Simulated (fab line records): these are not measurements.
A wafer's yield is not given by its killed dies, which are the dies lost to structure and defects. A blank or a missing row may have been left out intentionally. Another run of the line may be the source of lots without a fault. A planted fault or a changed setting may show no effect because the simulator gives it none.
Check for tools in common | flow sky130 | 39 wafers sampled across 13 lots

## THE REASON FOR OPENING IT
At SKY_FIELD_ISO_CD_MEAS_13 the reading cdNm is flagged on 1 of 13 lots. Wafers without a fault read 150.0 nm, standard deviation 1.7.
Rule: a lot is flagged in two cases, either no wafer of it has a number, or all its wafers with numbers fall more than 4 standard deviations from that mean. The rest of the lots are taken to be sound.

lot  | measured    | on       | cdNm (nm), wafer by wafer | flag
L676 | day 2 17:38 | cdSem-02 | 150.2 148.8 150.5         | 
L677 | day 2 21:36 | cdSem-01 | 150.9 152.8 152.4         | 
L679 | day 3 05:55 | cdSem-01 | 149.3 148.5 149.3         | 
L680 | day 3 14:01 | cdSem-02 | 153.2 151.7 153.6         | 
L681 | day 3 17:31 | cdSem-01 | 148.2 147.4 148.2         | 
L682 | day 3 21:46 | cdSem-02 | 148.9 149.2 149.5         | 
L683 | day 4 03:40 | cdSem-02 | 150.8 153.2 153.4         | 
L684 | day 4 09:51 | cdSem-02 | 140.1 141.8 140.6         | FLAGGED
L685 | day 4 13:51 | cdSem-01 | 146.8 147.3 148.5         | 
L693 | day 6 08:29 | cdSem-01 | 150.6 150.1 150.4         | 
L694 | day 6 13:11 | cdSem-02 | 150.3 150.1 151.4         | 
L695 | day 6 17:06 | cdSem-01 | 151.6 150.6 151.1         | 
L696 | day 6 23:26 | cdSem-02 | 145.8 146.4 145.0         | 
The numbers of the flagged lots are 140.8 nm on average: -9.2 nm against the usual, or -5 standard deviations.

## LOT BY LOT: THE TOOL USED
The record holds 1 process step before the reading, out of a route of 708 steps. Read each cell as the tool, then ch plus the chambers that the sampled wafers visited, then the start.
lot  | flag    | SKY_FIELD_ISO_EXPOSE_10
L676 |         | krfScanner-01 ch 0, day 2 09:59
L677 |         | krfScanner-02 ch 0, day 2 14:50
L679 |         | krfScanner-01 ch 0, day 2 21:50
L680 |         | krfScanner-02 ch 0, day 3 06:04
L681 |         | krfScanner-02 ch 0, day 3 10:13
L682 |         | krfScanner-01 ch 0, day 3 13:59
L683 |         | krfScanner-01 ch 0, day 3 19:19
L684 | FLAGGED | krfScanner-02 ch 0, day 4 01:42
L685 |         | krfScanner-02 ch 0, day 4 05:52
L693 |         | krfScanner-01 ch 0, day 5 23:09
L694 |         | krfScanner-01 ch 0, day 6 04:05
L695 |         | krfScanner-01 ch 0, day 6 07:42
L696 |         | krfScanner-02 ch 0, day 6 14:07
What these steps do:
- SKY_FIELD_ISO_EXPOSE_10: exposes mask FOM, target cd 150 nm.
- SKY_FIELD_ISO_CD_MEAS_13: target cd 150 nm.

## FLAGGED AGAINST TOTAL, ONE TOOL AT A TIME (gauges that did the reading follow at the end)
step                     | tool          | lots run | flagged | share of the flagged lots | sound lots run after its first flagged lot
SKY_FIELD_ISO_EXPOSE_10  | krfScanner-01 | 7        | 0       | none                      | -
SKY_FIELD_ISO_EXPOSE_10  | krfScanner-02 | 6        | 1       | all                       | 2 (L685,L696)
SKY_FIELD_ISO_CD_MEAS_13 | cdSem-01      | 6        | 0       | none                      | -
SKY_FIELD_ISO_CD_MEAS_13 | cdSem-02      | 7        | 1       | all                       | 2 (L694,L696)

## WHAT THE TABLE ALLOWS
Rows of the table that ran all the flagged lots, 2 in number: krfScanner-02 at SKY_FIELD_ISO_EXPOSE_10; cdSem-02 at SKY_FIELD_ISO_CD_MEAS_13.
- krfScanner-02 at SKY_FIELD_ISO_EXPOSE_10 ran 6 lots, 1 of them flagged. After the first flagged lot (L685, L696), sound lots still ran on it; a lasting fault on the whole tool would not permit that.
- cdSem-02 at SKY_FIELD_ISO_CD_MEAS_13 ran 7 lots, 1 of them flagged. After the first flagged lot (L694, L696), sound lots still ran on it; a lasting fault on the whole tool would not permit that.
There is no row in the table that ran each flagged lot and no sound lot after the first.

## WHAT THE SIMULATOR PUT IN
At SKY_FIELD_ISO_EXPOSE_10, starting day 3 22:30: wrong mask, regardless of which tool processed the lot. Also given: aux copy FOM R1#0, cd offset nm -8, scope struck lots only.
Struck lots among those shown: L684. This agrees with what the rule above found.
